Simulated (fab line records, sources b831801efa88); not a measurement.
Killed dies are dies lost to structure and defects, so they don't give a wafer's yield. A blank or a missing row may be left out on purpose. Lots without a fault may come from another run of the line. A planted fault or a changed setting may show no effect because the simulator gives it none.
fab line records | flow sky130
record lots=6 wafers=18 last_day=50
route steps=708 shown PWDE@48 NWELL@56 VT_ADJUST_HVTP@85 PAD_OPEN@708
lots that met no fault: from a run of the same line without faults
start_h: hours from the record's first day to the start of the lot's first wafer shown | wait_h: hours since the lot's step before | " the same as in the row above | L1.1+2: a row that stands for several wafers | - no value, or no start given | * or withheld: withheld | < > ~ a bound
route shown NAME@n: a module of which the file shows steps, and the number in the route of the first | usual: mean/standard deviation of fault-free wafers | same: alike in all rows | chamber/n: place in a boat | sites: the reading at each site | _std_site: their standard deviation | _edge_site: outer sites' mean less inner sites' | radius_mm: how far each site lies from the wafer's centre | mask NAME#n: copy n | behind: the tool/chamber that last shaped the wafer | hold: why the lot was held/for how many hours/how that ended | device: the transistor (n, p or np) that didn't switch | end of line: the same wafers' tests at the end of the route | a step without rows: its recipe alone | killed: dies lost to structure and defects at the first sort, not the wafer's yield | map: a wafer's dies, x killed, . not, _ none there
set.NAME: the setting as run; set.NAME@STEP: as run at that earlier step | model.NAME: the simulator's own value behind a step, which no gauge read
lots at some steps of the route; a table a step, a row a wafer
services: from which hour (start_h, from the record's first day; less than 0 if before it) a tool's chamber was out of use, for how many hours, and why
## steps
# step SKY_PWDE_SOFTBAKE_03
# recipe temp_c=110 time_s=withheld
# step SKY_PWDE_EXPOSE_04
# recipe mask_id=PWDEM na=0.6 source_shape=conventional sigma_outer=0.6 polarization=unpolarized target_cd_nm=840 dose_mj=214
# step SKY_PWDE_PEB_05
# recipe temp_c=115 time_s=withheld
# step SKY_PWDE_DEVELOP_06
# recipe wall_angle_deg=90 developer=TMAH develop_time_s=60 dev_temp_c=23
# step SKY_PWDE_OVL_MEAS_07
# usual PWDE_OVL=0.1/1.5
# columns lot.wafer tool chamber start_h wait_h PWDE_OVL[nm]
L916.1 overlay-01 - 88.58 - 0.2
L916.3 " - " " 2.1
L916.5 " - " " 0.9
L919.1 overlay-02 - 111.38 - -2.4
L919.2 " - " " -2.6
L919.3 " - " " -0.7
L925.1 overlay-02 - 142.10 - 0.3
L925.3 " - " " 2.2
L925.6 " - " " 2.9
L926.2 overlay-01 - 150.18 - 2.4
L926.4 " - " " 1.9
L926.6 " - " " 1.1
L931.2 overlay-01 - 178.74 - 0.9
L931.3 " - " " 1.7
L931.5 " - " " -0.5
L930.1 overlay-01 - 178.92 - -1.8
L930.2 " - " " 0.5
L930.6 " - " " 1.0
# step SKY_PWDE_IMPLANT_08
# recipe species=B energy_kev=150 dose_cm2=3.6e+12 tilt_deg=withheld
# step SKY_PWDE_STRIP_09
# recipe chemistry=O2/N2 power_w=1400 pressure_mtorr=1500 platen_temp_c=withheld o2_flow_sccm=3000 n2_flow_sccm=300 overash_fraction=0.5
# usual drypump_motor_current_A=5.5/0.36 oes_product_au=0.722/0.0054 strip_time_to_endpoint_s=36.90/0.11
# columns lot.wafer tool chamber start_h wait_h drypump_motor_current_A oes_product_au rf_hours_counter_h strip_time_to_endpoint_s
L916.1 plasma_asher-03 1 88.77 0.1 5.6 0.728 39 36.84
L916.3 " 1 " " 5.6 0.719 - 36.75
L916.5 " 1 " " 5.6 0.730 - 36.90
L919.1 plasma_asher-01 1 111.57 0.1 5.5 0.723 42 37.07
L919.2 " 0 " " 5.6 0.728 42 37.09
L919.3 " 0 " " 5.5 0.719 - 37.02
L925.1 plasma_asher-02 0 142.29 0.1 5.8 0.720 33 36.84
L925.3 " 1 " " 4.8 0.724 - 36.98
L925.6 " 1 " " 4.7 0.723 - 36.95
L926.2 plasma_asher-03 1 150.36 0.1 5.6 0.722 46 36.92
L926.4 " 1 " " 5.6 0.724 - 37.01
L926.6 " 0 " " 5.6 0.714 - 36.93
L931.2 plasma_asher-03 0 178.92 0.1 5.6 0.721 48 36.69
L931.3 " 1 " " 5.6 0.716 - 36.71
L931.5 " 1 " " 5.6 0.725 - 36.78
L930.1 plasma_asher-01 1 179.11 0.1 5.5 0.727 49 36.90
L930.2 " 0 " " 5.6 0.719 49 36.84
L930.6 " 0 " " 5.6 0.722 - 36.82
# step SKY_PWDE_TW_MEAS_10
# usual PWDE_TW=371.0/2.5
# columns lot.wafer tool chamber start_h wait_h PWDE_TW
L916.1 film_metro-03 - 88.87 0.1 370.3
L916.3 " - " " 373.5
L916.5 " - " " 372.6
L919.1 film_metro-02 - 111.67 0.1 368.3
L919.2 " - " " 366.8
L919.3 " - " " 371.1
L925.1 film_metro-04 - 142.39 0.1 375.6
L925.3 " - " " 372.3
L925.6 " - " " 373.2
L926.2 film_metro-03 - 150.47 0.1 369.1
L926.4 " - " " 372.1
L926.6 " - " " 369.7
L931.2 film_metro-03 - 179.03 0.1 371.4
L931.3 " - " " 367.9
L931.5 " - " " 368.9
L930.1 film_metro-03 - 179.21 0.1 370.8
L930.2 " - " " 372.3
L930.6 " - " " 369.6
# step SKY_NWELL_DEHYDRATE_03
# recipe temp_c=200 time_s=60
# step SKY_NWELL_HMDS_04
# recipe prime_time_s=60 prime_temp_c=120
# step SKY_NWELL_COAT_05
# recipe spin_rpm=2000 resist_thk_nm=3000
# step SKY_NWELL_SOFTBAKE_06
# recipe temp_c=110 time_s=withheld
# step SKY_NWELL_EXPOSE_07
# recipe mask_id=NWM na=0.6 source_shape=conventional sigma_outer=0.6 polarization=unpolarized target_cd_nm=840 dose_mj=255
# usual stage_vel_mm_s=499.92/0.22
# same sigma_outer=0.6
# columns lot.wafer tool chamber start_h wait_h mask stage_vel_mm_s
L916.1 iline_stepper-02 0 98.28 - NWM#0 499.92
L916.3 " 0 " " NWM#0 499.99
L916.5 " 0 " " NWM#0 500.20
L919.1 iline_stepper-01 0 121.42 - NWM#0 499.66
L919.2 " 0 " " NWM#0 499.97
L919.3 " 0 " " NWM#0 499.30
L925.1 iline_stepper-01 0 152.20 - NWM#0 499.85
L925.3 " 0 " " NWM#0 500.14
L925.6 " 0 " " NWM#0 499.85
L926.2 iline_stepper-01 0 160.54 - NWM#0 499.81
L926.4 " 0 " " NWM#0 500.40
L926.6 " 0 " " NWM#0 499.93
L931.2 iline_stepper-02 0 189.39 - NWM#0 500.12
L931.3 " 0 " " NWM#0 499.80
L931.5 " 0 " " NWM#0 499.88
L930.1 iline_stepper-01 0 190.09 - NWM#0 499.80
L930.2 " 0 " " NWM#0 499.56
L930.6 " 0 " " NWM#0 500.02
# step SKY_NWELL_PEB_08
# recipe temp_c=115 time_s=withheld
# step SKY_NWELL_DEVELOP_09
# recipe wall_angle_deg=90 developer=TMAH develop_time_s=60 dev_temp_c=23
# step SKY_NWELL_OVL_MEAS_10
# usual NWELL_00_OVL=-0.5/1.3
# columns lot.wafer tool chamber start_h wait_h NWELL_00_OVL[nm]
L916.1 overlay-02 - 107.02 - -0.7
L916.3 " - " " 0.0
L916.5 " - " " -1.5
L919.1 overlay-02 - 130.57 - -1.8
L919.2 " - " " -1.2
L919.3 " - " " 1.4
L925.1 overlay-02 - 161.77 - 0.1
L925.3 " - " " -1.7
L925.6 " - " " 0.2
L926.2 overlay-02 - 170.83 - 0.5
L926.4 " - " " -2.1
L926.6 " - " " -0.7
L931.2 overlay-01 - 199.58 - 1.8
L931.3 " - " " 1.2
L931.5 " - " " 0.1
L930.1 overlay-01 - 200.25 - 0.3
L930.2 " - " " 1.5
L930.6 " - " " 1.0
# step SKY_NWELL_IMPLANT_11
# recipe species=P energy_kev=400 dose_cm2=1.9e+13 tilt_deg=withheld
# step SKY_NWELL_IMPLANT_12
# recipe species=P energy_kev=120 dose_cm2=1.3e+12 tilt_deg=withheld
# step SKY_NWELL_IMPLANT_13
# recipe species=P energy_kev=50 dose_cm2=7e+11 tilt_deg=withheld
# step SKY_NWELL_STRIP_14
# recipe chemistry=O2/N2 power_w=1400 pressure_mtorr=1500 platen_temp_c=withheld o2_flow_sccm=3000 n2_flow_sccm=300 overash_fraction=0.5
# usual drypump_motor_current_A=5.4/0.41 oes_product_au=0.722/0.0048 strip_time_to_endpoint_s=36.89/0.11
# columns lot.wafer tool chamber start_h wait_h drypump_motor_current_A oes_product_au rf_hours_counter_h strip_time_to_endpoint_s
L916.1 plasma_asher-04 0 107.50 0.1 5.9 0.726 42 37.06
L916.3 " 1 " " 5.4 0.730 - 37.03
L916.5 " 1 " " 5.4 0.721 - 37.06
L919.1 plasma_asher-01 1 131.06 0.1 5.5 0.718 44 36.80
L919.2 " 0 " " 5.6 0.721 44 36.78
L919.3 " 1 " " 5.5 0.726 - 36.83
L925.1 plasma_asher-04 0 162.26 0.1 5.8 0.717 4 36.99
L925.3 " 1 " " 5.3 0.727 - 37.05
L925.6 " 1 " " 5.4 0.717 - 36.91
L926.2 plasma_asher-01 1 171.31 0.1 5.5 0.721 48 36.92
L926.4 " 1 " " 5.5 0.725 - 36.94
L926.6 " 0 " " 5.6 0.721 - 36.94
L931.2 plasma_asher-04 0 200.06 0.1 5.8 0.724 9 36.88
L931.3 " 1 " " 5.4 0.718 - 36.90
L931.5 " 0 " " 5.8 0.719 - 36.79
L930.1 plasma_asher-02 0 200.74 0.1 5.8 0.718 39 36.86
L930.2 " 1 " " 4.7 0.715 39 36.89
L930.6 " 1 " " 4.8 0.718 - 36.69
# step SKY_NWELL_TW_MEAS_15
# usual NWELL_TW=1809/11
# columns lot.wafer tool chamber start_h wait_h NWELL_TW
L916.1 film_metro-04 - 107.60 0.1 1814
L916.3 " - " " 1802
L916.5 " - " " 1811
L919.1 film_metro-04 - 131.16 0.1 1823
L919.2 " - " " 1821
L919.3 " - " " 1826
L925.1 film_metro-04 - 162.36 0.1 1808
L925.3 " - " " 1799
L925.6 " - " " 1803
L926.2 film_metro-02 - 171.42 0.1 1791
L926.4 " - " " 1788
L926.6 " - " " 1794
L931.2 film_metro-03 - 200.17 0.1 1807
L931.3 " - " " 1813
L931.5 " - " " 1832
L930.1 film_metro-04 - 200.84 0.1 1831
L930.2 " - " " 1820
L930.6 " - " " 1826
# step SKY_NWELL_DEHYDRATE_16
# recipe temp_c=200 time_s=60
# step SKY_NWELL_HMDS_17
# recipe prime_time_s=60 prime_temp_c=120
# step SKY_NWELL_COAT_18
# recipe spin_rpm=2000 resist_thk_nm=3000
# step SKY_NWELL_SOFTBAKE_19
# recipe temp_c=110 time_s=withheld
# step SKY_NWELL_EXPOSE_20
# recipe mask_id=NWM_COMPLEMENT na=0.6 source_shape=conventional sigma_outer=0.6 polarization=unpolarized target_cd_nm=840 dose_mj=260
# step SKY_NWELL_PEB_21
# recipe temp_c=115 time_s=withheld
# step SKY_NWELL_DEVELOP_22
# recipe wall_angle_deg=90 developer=TMAH develop_time_s=60 dev_temp_c=23
# step SKY_NWELL_OVL_MEAS_23
# usual NWELL_01_OVL=-0.2/1.4
# columns lot.wafer tool chamber start_h wait_h NWELL_01_OVL[nm]
L916.1 overlay-02 - 126.57 - -0.1
L916.3 " - " " 0.8
L916.5 " - " " -2.2
L919.1 overlay-02 - 150.07 - 0.1
L919.2 " - " " -0.2
L919.3 " - " " -1.6
L925.1 overlay-02 - 182.32 - 0.9
L925.3 " - " " 0.3
L925.6 " - " " 2.9
L926.2 overlay-01 - 192.02 - -3.6
L926.4 " - " " -1.6
L926.6 " - " " -3.4
L931.2 overlay-01 - 222.43 - -1.2
L931.3 " - " " 0.3
L931.5 " - " " 0.6
L930.1 overlay-02 - 223.42 - 2.1
L930.2 " - " " 0.0
L930.6 " - " " -0.1
# step SKY_NWELL_IMPLANT_24
# recipe species=B energy_kev=140 dose_cm2=9.2e+12 tilt_deg=withheld
# step SKY_NWELL_STRIP_25
# recipe chemistry=O2/N2 power_w=1400 pressure_mtorr=1500 platen_temp_c=withheld o2_flow_sccm=3000 n2_flow_sccm=300 overash_fraction=0.5
# usual drypump_motor_current_A=5.5/0.35 oes_product_au=0.723/0.0048 strip_time_to_endpoint_s=36.94/0.094
# columns lot.wafer tool chamber start_h wait_h drypump_motor_current_A oes_product_au rf_hours_counter_h strip_time_to_endpoint_s
L916.1 plasma_asher-01 0 126.76 0.1 5.6 0.725 44 36.72
L916.3 " 0 " " 5.6 0.721 - 36.77
L916.5 " 0 " " 5.6 0.722 - 36.84
L919.1 plasma_asher-04 1 150.25 0.1 5.4 0.724 3 37.00
L919.2 " 0 " " 5.8 0.730 3 37.02
L919.3 " 1 " " 5.4 0.729 - 37.01
L925.1 plasma_asher-02 1 182.50 0.1 4.7 0.722 37 37.00
L925.3 " 0 " " 5.8 0.719 - 36.93
L925.6 " 0 " " 5.8 0.731 - 36.92
L926.2 plasma_asher-02 1 192.20 0.1 4.7 0.724 38 37.06
L926.4 " 0 " " 5.8 0.723 - 37.04
L926.6 " 0 " " 5.8 0.717 - 37.01
L931.2 plasma_asher-02 1 222.61 0.1 4.7 0.721 41 37.05
L931.3 " 0 " " 5.8 0.717 - 37.10
L931.5 " 0 " " 5.8 0.734 - 37.12
L930.1 plasma_asher-04 1 223.69 0.1 5.4 0.725 11 37.14
L930.2 " 0 " " 5.8 0.726 11 36.99
L930.6 " 1 " " 5.4 0.728 - 36.93
# step SKY_NWELL_TW_MEAS_26
# usual NWELL_2_TW=494/3.2
# columns lot.wafer tool chamber start_h wait_h NWELL_2_TW
L916.1 film_metro-04 - 126.86 0.1 500
L916.3 " - " " 495
L916.5 " - " " 496
L919.1 film_metro-02 - 150.35 0.1 488
L919.2 " - " " 490
L919.3 " - " " 488
L925.1 film_metro-03 - 182.60 0.1 493
L925.3 " - " " 491
L925.6 " - " " 491
L926.2 film_metro-02 - 192.31 0.1 492
L926.4 " - " " 490
L926.6 " - " " 491
L931.2 film_metro-04 - 222.72 0.1 498
L931.3 " - " " 497
L931.5 " - " " 495
L930.1 film_metro-02 - 223.79 0.1 491
L930.2 " - " " 491
L930.6 " - " " 489
# step SKY_NWELL_CLEAN_27
# recipe chemistry=SC1/SC2 mix=1:4:20 temp_c=70 time_s=150 dry=n2_spin
# step SKY_NWELL_RTA_28
# recipe temp_c=1050 time_s=30 idle_temp_c=650 ramp_up_c_per_s=150 ramp_down_c_per_s=90 ambient=N2
# usual lamp_power_pct=25.31/0.048 wafer_temp_C_max=1054.9/0.95
# columns lot.wafer tool chamber start_h wait_h lamp_power_pct wafer_temp_C_max
L916.1 rtp_anneal-01 0 126.97 0.0 25.31 1054.6
L916.3 " 0 " " 25.33 1057.5
L916.5 " 0 " " 25.36 1056.4
L919.1 rtp_anneal-01 0 150.46 0.0 25.36 1055.7
L919.2 " 0 " " 25.24 1053.5
L919.3 " 0 " " 25.32 1054.4
L925.1 rtp_anneal-01 0 182.71 0.0 25.33 1054.7
L925.3 " 0 " " 25.23 1055.0
L925.6 " 0 " " 25.30 1054.0
L926.2 rtp_anneal-02 0 192.43 0.0 25.26 1053.8
L926.4 " 0 " " 25.29 1056.4
L926.6 " 0 " " 25.29 1054.6
L931.2 rtp_anneal-02 0 222.85 0.0 25.35 1055.8
L931.3 " 0 " " 25.36 1054.9
L931.5 " 0 " " 25.27 1054.4
L930.1 rtp_anneal-01 0 223.90 0.0 25.39 1054.9
L930.2 " 0 " " 25.30 1055.6
L930.6 " 0 " " 25.30 1053.5
# step SKY_NWELL_RS_MEAS_29
# recipe thk_meas_gauge=four-point-probe
# usual NWELL_RS=624.1/1.8
# columns lot.wafer tool chamber start_h wait_h NWELL_RS[ohm/sq]
L916.1 film_metro-03 - 127.07 0.1 625.8
L916.3 " - " " 626.6
L916.5 " - " " 625.5
L919.1 film_metro-04 - 150.56 0.1 624.5
L919.2 " - " " 624.5
L919.3 " - " " 625.8
L925.1 film_metro-04 - 182.81 0.1 624.7
L925.3 " - " " 626.7
L925.6 " - " " 624.4
L926.2 film_metro-04 - 192.53 0.1 629.8
L926.4 " - " " 626.3
L926.6 " - " " 627.2
L931.2 film_metro-03 - 223.04 0.2 621.7
L931.3 " - " " 623.4
L931.5 " - " " 621.9
L930.1 film_metro-02 - 224.00 0.1 624.1
L930.2 " - " " 622.7
L930.6 " - " " 623.8
# step SKY_NWELL_RS_MEAS_31
# recipe thk_meas_gauge=four-point-probe
# usual PWDE_RS=5268/19
# columns lot.wafer tool chamber start_h wait_h PWDE_RS[ohm/sq]
L916.1 film_metro-03 - 127.31 0.1 5265
L916.3 " - " " 5265
L916.5 " - " " 5255
L919.1 film_metro-04 - 150.80 0.1 5264
L919.2 " - " " 5304
L919.3 " - " " 5276
L925.1 film_metro-04 - 183.05 0.1 5279
L925.3 " - " " 5278
L925.6 " - " " 5273
L926.2 film_metro-04 - 192.77 0.1 5323
L926.4 " - " " 5317
L926.6 " - " " 5306
L931.2 film_metro-03 - 223.28 0.1 5273
L931.3 " - " " 5262
L931.5 " - " " 5280
L930.1 film_metro-02 - 224.24 0.1 5251
L930.2 " - " " 5262
L930.6 " - " " 5261
# step SKY_VT_ADJUST_HVTP_DEHYDRATE_00
# recipe temp_c=200 time_s=60
# step SKY_VT_ADJUST_HVTP_HMDS_01
# recipe prime_time_s=60 prime_temp_c=120
# step SKY_VT_ADJUST_HVTP_COAT_02
# recipe resist=NOVOLAK spin_rpm=3000 resist_thk_nm=1140
# step SKY_VT_ADJUST_HVTP_SOFTBAKE_03
# recipe temp_c=90 time_s=60 resist=NOVOLAK
# step SKY_VT_ADJUST_HVTP_EXPOSE_04
# recipe mask_id=HVTPM na=0.6 source_shape=conventional sigma_outer=0.6 polarization=unpolarized target_cd_nm=380 dose_mj=140
# step SKY_PAD_OPEN_PROBE_99
# usual killed_at_M0_to_M3=44/7 killed_at_M4_up=3.0/1.7 killed_at_contacts=24/5.2 killed_at_front_end=15/4.8 killed_at_other=0.2/0.56 killed_dies=86/9.7 killed_open=47/7.1 killed_short=39/6.3
# same gross_dies=492 killed_at_back_side=0
# columns lot.wafer tool chamber start_h wait_h killed_at_M0_to_M3 killed_at_M4_up killed_at_contacts killed_at_front_end killed_at_other killed_dies killed_open killed_short model.etest.pfet_16v.r_on_ohm_um model.etest.nfet_16v.r_on_ohm_um model.etest.res_nwell.line_ohm_um model.etest.res_nwell.width_nm model.etest.res_iso_pwell.width_nm model.etest.pfet_16v.drive_ua_um model.etest.iso_nwell_nwell.leak_log10_a_um
L916.1 prober-02 - 1102.75 0.1 48 2 23 12 0 85 50 35 1.519e+04 1.431e+04 1136 835.7 2656 251 -13.68
L916.3 prober-02 - 1102.85 0.2 51 5 22 12 0 90 41 49 1.517e+04 1.437e+04 1131 838.6 2662 245.4 -13.58
L916.5 prober-02 - 1102.95 0.2 36 2 26 11 0 75 52 23 1.511e+04 1.425e+04 1120 836.1 2650 248.2 -13.41
L919.1 prober-02 - 1127.88 0.1 58 2 43 11 0 114 52 62 1.49e+04 1.425e+04 1084 832.9 2650 248 -13.43
L919.2 prober-02 - 1127.93 0.1 46 4 32 15 0 97 45 52 1.52e+04 1.427e+04 1107 837.2 2638 244.9 -13.47
L919.3 prober-02 - 1127.98 0.2 37 4 30 14 0 85 42 43 1.49e+04 1.405e+04 1099 837.4 2646 247.8 -13.48
L925.1 prober-01 - 1159.54 0.1 34 6 22 21 0 83 51 31 1.505e+04 1.445e+04 1070 836 2655 243.3 -13.36
L925.3 prober-01 - 1159.64 0.2 49 1 28 22 0 100 55 45 1.487e+04 1.454e+04 1048 833.7 2670 245.5 -13.43
L925.6 prober-01 - 1159.79 0.2 51 7 23 12 1 94 48 46 1.498e+04 1.446e+04 1049 835.8 2650 244.5 -13.18
L926.2 prober-02 - 1163.87 0.1 38 5 27 24 0 94 53 41 1.593e+04 1.36e+04 1028 947.7 2575 226.8 -13.24
L926.4 prober-02 - 1163.97 0.2 43 5 17 18 0 83 44 39 1.611e+04 1.352e+04 1052 951 2592 223.4 -13.39
L926.6 prober-02 - 1164.07 0.2 54 1 28 22 0 105 63 42 1.531e+04 1.41e+04 1205 832 2675 241.9 -13.76
L931.2 prober-01 - 1187.80 0.1 47 2 30 23 1 103 64 37 1.516e+04 1.4e+04 1157 830.6 2643 246.2 -13.58
L931.3 prober-01 - 1187.85 0.2 39 3 26 17 0 85 45 40 1.534e+04 1.395e+04 1169 837.4 2646 244 -13.72
L931.5 prober-01 - 1187.95 0.2 37 3 18 17 0 75 34 41 1.541e+04 1.391e+04 1173 838.4 2641 246.2 -13.79
L930.1 prober-02 - 1189.03 0.1 39 3 35 11 0 88 49 39 1.497e+04 1.396e+04 1144 842 2632 247.2 -13.55
L930.2 prober-02 - 1189.08 0.1 47 3 27 18 1 96 54 42 1.575e+04 1.329e+04 972.6 966 2565 231.5 -12.62
L930.6 prober-02 - 1189.28 0.2 35 3 14 22 0 74 36 38 1.516e+04 1.39e+04 1134 838.9 2647 246 -13.65
# killed by level:class
L916.1 VIA2:geometric_particle:open=11 METAL1:geometric_particle:short=8 CONTACT:geometric_particle:open=7 VIA1:geometric_particle:open=7 VIA3:geometric_particle:open=7 FIELD_ISO:geometric_particle:open=6 LI_CONTACT:geometric_particle:open=6 CONTACT:geometric_particle:short=6
L916.3 VIA1:geometric_particle:open=15 METAL1:geometric_particle:short=9 VIA1:geometric_particle:short=7 METAL2:geometric_particle:short=6 VIA2:geometric_particle:open=6 FIELD_ISO:geometric_particle:short=5 LI_CONTACT:geometric_particle:open=5 LOCAL_INTERCONNECT:geometric_particle:short=5
L916.5 LI_CONTACT:geometric_particle:open=11 CONTACT:geometric_particle:open=9 VIA1:geometric_particle:open=9 VIA3:geometric_particle:open=7 VIA2:geometric_particle:open=6 FIELD_ISO:geometric_particle:open=4 METAL2:geometric_particle:short=4 CONTACT:geometric_particle:short=3
L919.1 VIA1:geometric_particle:open=13 METAL1:geometric_particle:short=12 CONTACT:geometric_particle:open=11 LI_CONTACT:geometric_particle:short=9 CONTACT:geometric_particle:short=8 LI_CONTACT:geometric_particle:open=7 LOCAL_INTERCONNECT:geometric_particle:short=7 METAL3:geometric_particle:short=7
L919.2 CONTACT:geometric_particle:open=10 LI_CONTACT:geometric_particle:short=9 VIA1:geometric_particle:short=9 VIA1:geometric_particle:open=9 METAL3:geometric_particle:short=7 CONTACT:geometric_particle:short=6 METAL1:geometric_particle:short=6 VIA2:geometric_particle:open=6
L919.3 CONTACT:geometric_particle:open=14 VIA1:geometric_particle:open=11 METAL2:geometric_particle:short=7 LOCAL_INTERCONNECT:geometric_particle:short=6 CONTACT:geometric_particle:short=6 FIELD_ISO:geometric_particle:short=5 POLY_GATE:geometric_particle:short=5 VIA1:geometric_particle:short=5
L925.1 CONTACT:geometric_particle:open=8 POLY_GATE:geometric_particle:open=7 LI_CONTACT:geometric_particle:open=6 VIA1:geometric_particle:short=6 VIA1:geometric_particle:open=6 FIELD_ISO:geometric_particle:open=5 VIA3:geometric_particle:open=5 VIA2:geometric_particle:open=5
L925.3 VIA1:geometric_particle:open=12 LI_CONTACT:geometric_particle:open=10 CONTACT:geometric_particle:open=8 POLY_GATE:geometric_particle:short=8 VIA1:geometric_particle:short=8 FIELD_ISO:geometric_particle:open=7 POLY_GATE:geometric_particle:open=6 VIA2:geometric_particle:open=6
L925.6 VIA1:geometric_particle:open=10 LI_CONTACT:geometric_particle:open=9 METAL4:geometric_particle:short=7 VIA3:geometric_particle:open=7 VIA2:geometric_particle:open=7 CONTACT:geometric_particle:open=7 FIELD_ISO:geometric_particle:short=6 METAL1:geometric_particle:short=6
L926.2 VIA1:geometric_particle:open=11 CONTACT:geometric_particle:open=10 LOCAL_INTERCONNECT:geometric_particle:short=6 VIA3:geometric_particle:open=6 FIELD_ISO:geometric_particle:open=5 METAL2:geometric_particle:short=5 LI_CONTACT:geometric_particle:open=5 POLY_GATE:geometric_particle:open=4
L926.4 VIA1:geometric_particle:open=8 FIELD_ISO:geometric_particle:open=6 CONTACT:geometric_particle:short=6 LI_CONTACT:geometric_particle:open=6 VIA3:geometric_particle:open=6 FIELD_ISO:geometric_particle:short=5 METAL1:geometric_particle:short=5 VIA1:geometric_particle:short=5
L926.6 VIA1:geometric_particle:open=21 LI_CONTACT:geometric_particle:open=12 METAL1:geometric_particle:short=10 CONTACT:geometric_particle:open=9 POLY_GATE:geometric_particle:short=7 VIA1:geometric_particle:short=6 FIELD_ISO:geometric_particle:short=5 FIELD_ISO:geometric_particle:open=4
L931.2 VIA3:geometric_particle:open=12 VIA1:geometric_particle:open=12 CONTACT:geometric_particle:open=8 FIELD_ISO:geometric_particle:open=7 LI_CONTACT:geometric_particle:open=7 CONTACT:geometric_particle:short=7 VIA2:geometric_particle:open=6 POLY_GATE:geometric_particle:open=5
L931.3 VIA1:geometric_particle:open=10 FIELD_ISO:geometric_particle:open=7 LI_CONTACT:geometric_particle:open=7 METAL2:geometric_particle:short=7 LI_CONTACT:geometric_particle:short=5 LOCAL_INTERCONNECT:geometric_particle:short=5 CONTACT:geometric_particle:open=5 METAL1:geometric_particle:short=5
L931.5 VIA1:geometric_particle:open=11 FIELD_ISO:geometric_particle:short=6 LI_CONTACT:geometric_particle:open=5 CONTACT:geometric_particle:short=5 METAL1:geometric_particle:short=5 VIA1:geometric_particle:short=5 FIELD_ISO:geometric_particle:open=4 VIA3:geometric_particle:short=4
L930.1 CONTACT:geometric_particle:open=13 VIA1:geometric_particle:open=11 LI_CONTACT:geometric_particle:open=9 VIA1:geometric_particle:short=7 CONTACT:geometric_particle:short=6 VIA2:geometric_particle:open=5 POLY_GATE:geometric_particle:short=4 LOCAL_INTERCONNECT:geometric_particle:short=4
L930.2 CONTACT:geometric_particle:open=14 VIA1:geometric_particle:open=9 VIA3:geometric_particle:open=9 METAL2:geometric_particle:short=9 FIELD_ISO:geometric_particle:short=6 VIA2:geometric_particle:open=6 POLY_GATE:geometric_particle:short=5 LI_CONTACT:geometric_particle:open=5
L930.6 VIA1:geometric_particle:open=9 METAL1:geometric_particle:short=6 LI_CONTACT:geometric_particle:open=5 POLY_GATE:geometric_particle:short=5 FIELD_ISO:geometric_particle:short=4 VIA3:geometric_particle:open=4 FIELD_ISO:geometric_particle:open=3 SPACER:geometric_particle:open=3
## services
# columns tool chamber start_h hours kind
iline_stepper-01 - 82.92 1.7 pm
plasma_asher-04 - 108.75 9.0 pm
plasma_asher-04 0 108.75 9.0 vent_cycle
plasma_asher-04 1 108.75 9.0 vent_cycle
plasma_asher-04 0 117.75 - clean
plasma_asher-04 1 117.75 - clean
plasma_asher-04 - 127.10 0.7 repair
iline_stepper-02 0 146.98 - calibration
plasma_asher-03 - 166.10 1.9 repair
plasma_asher-02 - 168.05 1.7 repair
plasma_asher-02 - 178.86 1.6 repair
plasma_asher-03 - 183.74 10.2 repair
rtp_anneal-01 - 187.90 3.3 pm
rtp_anneal-01 - 191.19 1.3 pm
iline_stepper-01 0 196.89 - calibration
## key
first_sign none at tools or gauges
model_effect step=SKY_PAD_OPEN_PROBE_99 value=etest.pfet_16v.r_on_ohm_um without=1.504e+04 struck=1.593e+04
met_at SKY_NWELL_EXPOSE_07
struck_wafers L926.2,L926.4,L930.2
tester_left_out L926,L930
onset_between 152.20 160.54
fault kind=process_parameter_drift tool=iline_stepper-01 chamber=- onset_h=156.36 steps=SKY_NWELL_EXPOSE_07 channel=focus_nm offset=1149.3 shape=step end_h=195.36 scope=struck_wafers_only
# tester_left_out: of these lots the tester's yield and bins aren't shown, on N5 and GAA mostly nor the transistor test; their killed dies are dies lost to structure and defects alone, not to doping, threshold or leakage, so they don't give the yield
